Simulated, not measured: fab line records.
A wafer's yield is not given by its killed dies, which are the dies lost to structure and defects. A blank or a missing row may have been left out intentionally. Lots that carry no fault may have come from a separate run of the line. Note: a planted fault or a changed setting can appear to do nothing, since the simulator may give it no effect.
Struck lot and sound lot, side by side | flow sky130 | 19 out of 708 route steps
Sound: these wafers, L230.3, L230.4, L230.5. Struck: wafer L236.6 (L236.4, L236.5, from the same lot, were not struck and are left out); the cause is given at the end.
At each step with rows: each side's tool, then ch and its chambers, then its first start. Under that, the readings that differ: sound wafers | struck wafers | difference of the means | sigmas: that difference in standard deviations of wafers without a fault.
alike: same words and numbers on both sides, and readings whose means sit less than 2 such deviations apart. not compared: any withheld reading, any reading some wafer has no value for, any bound like >300 that may hide the same value, and any number with overlapping values for which the record gives no deviation.
Wherever a step has rows on one side only, a row that says differs or no value, or a row with sigmas, the two part there. When numbers do not overlap yet have no deviation, they are printed without sigmas and do not part them. A reading that every wafer of one side lacks parts them only if that side has two wafers or more.

first, 1 step without rows for these wafers: SKY_VT_ADJUST_NCORE_DEVELOP_06 (develop time 60 s).
SKY_VT_ADJUST_NCORE_CD_MEAS_07 targets a cd of 380 nm.
  struck on cd_sem-01, day 11 04:50; sound on cd_sem-02, day 9 10:51
  alike: cd_nm
SKY_VT_ADJUST_NCORE_OVL_MEAS_08:
  struck on overlay-02, day 11 04:55; sound on overlay-01, day 9 10:57
  alike: VT_ADJUST_NCORE_OVL
following that, these wafers have no rows for 1 step: SKY_VT_ADJUST_NCORE_IMPLANT_09.
SKY_VT_ADJUST_NCORE_STRIP_10: strips in O2/N2.
  sound on plasma_asher-03 ch 0,1, day 9 11:09; struck on plasma_asher-03 ch 0, day 11 05:07
  alike: drypump_motor_current_A, oes_product_au, strip_time_to_endpoint_s
  not compared: rf_hours_counter_h
SKY_VT_ADJUST_NCORE_TW_MEAS_11:
  struck on film_metro-03, day 11 05:13; sound on film_metro-02, day 9 11:14
  alike: VT_ADJUST_NCORE_TW
then, 6 steps without rows for these wafers: SKY_VT_ADJUST_HVTR_DEHYDRATE_00 (time 60 s); SKY_VT_ADJUST_HVTR_HMDS_01 (prime time 60 s); SKY_VT_ADJUST_HVTR_COAT_02 (resist thk 1140 nm); SKY_VT_ADJUST_HVTR_SOFTBAKE_03 (time 60 s); SKY_VT_ADJUST_HVTR_EXPOSE_04 (exposes mask HVTRM, target cd 380 nm); SKY_VT_ADJUST_HVTR_PEB_05.
SKY_VT_ADJUST_HVTR_DEVELOP_06: develop time 60 s.
  sound on litho_track-01 ch 0, day 10 09:07; struck on litho_track-01 ch 0, day 12 04:53
  reading                | sound             | struck | difference | sigmas
  resist_line_temp_C (C) | 22.85 23.01 23.07 | 22.75  | -0.23      | -2
  alike: developer_temp_C, exhaust_pa
SKY_VT_ADJUST_HVTR_CD_MEAS_07 targets a cd of 380 nm.
  struck on cd_sem-02, day 12 05:02; sound on cd_sem-01, day 10 09:17
  not compared: cd_nm
SKY_VT_ADJUST_HVTR_OVL_MEAS_08:
  struck on overlay-02, day 12 05:07; sound on overlay-02, day 10 09:22
  not compared: VT_ADJUST_HVTR_OVL
following that, these wafers have no rows for 1 step: SKY_VT_ADJUST_HVTR_IMPLANT_09.
SKY_VT_ADJUST_HVTR_STRIP_10: strips in O2/N2.
  sound on plasma_asher-01 ch 0,1, day 10 09:35; struck on plasma_asher-01 ch 0, day 12 05:19
  alike: drypump_motor_current_A, oes_product_au, strip_time_to_endpoint_s
  not compared: rf_hours_counter_h
SKY_VT_ADJUST_HVTR_TW_MEAS_11:
  struck on film_metro-01, day 12 05:25; sound on film_metro-01, day 10 09:40
  reading           | sound             | struck | difference | sigmas
  VT_ADJUST_HVTR_TW | 207.4 206.1 207.0 | 29.8   | -177.0     | -74
then, 1 step without rows for these wafers: SKY_VT_ADJUST_PCH_DEHYDRATE_00 (time 60 s).

## WHERE THEY PART
First at SKY_VT_ADJUST_HVTR_DEVELOP_06; last, within this record, at SKY_VT_ADJUST_HVTR_TW_MEAS_11.

WHY: what the simulator had put in
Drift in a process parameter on litho_track-01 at SKY_VT_ADJUST_HVTR_DEVELOP_06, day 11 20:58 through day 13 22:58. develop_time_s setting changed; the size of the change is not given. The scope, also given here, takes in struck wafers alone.
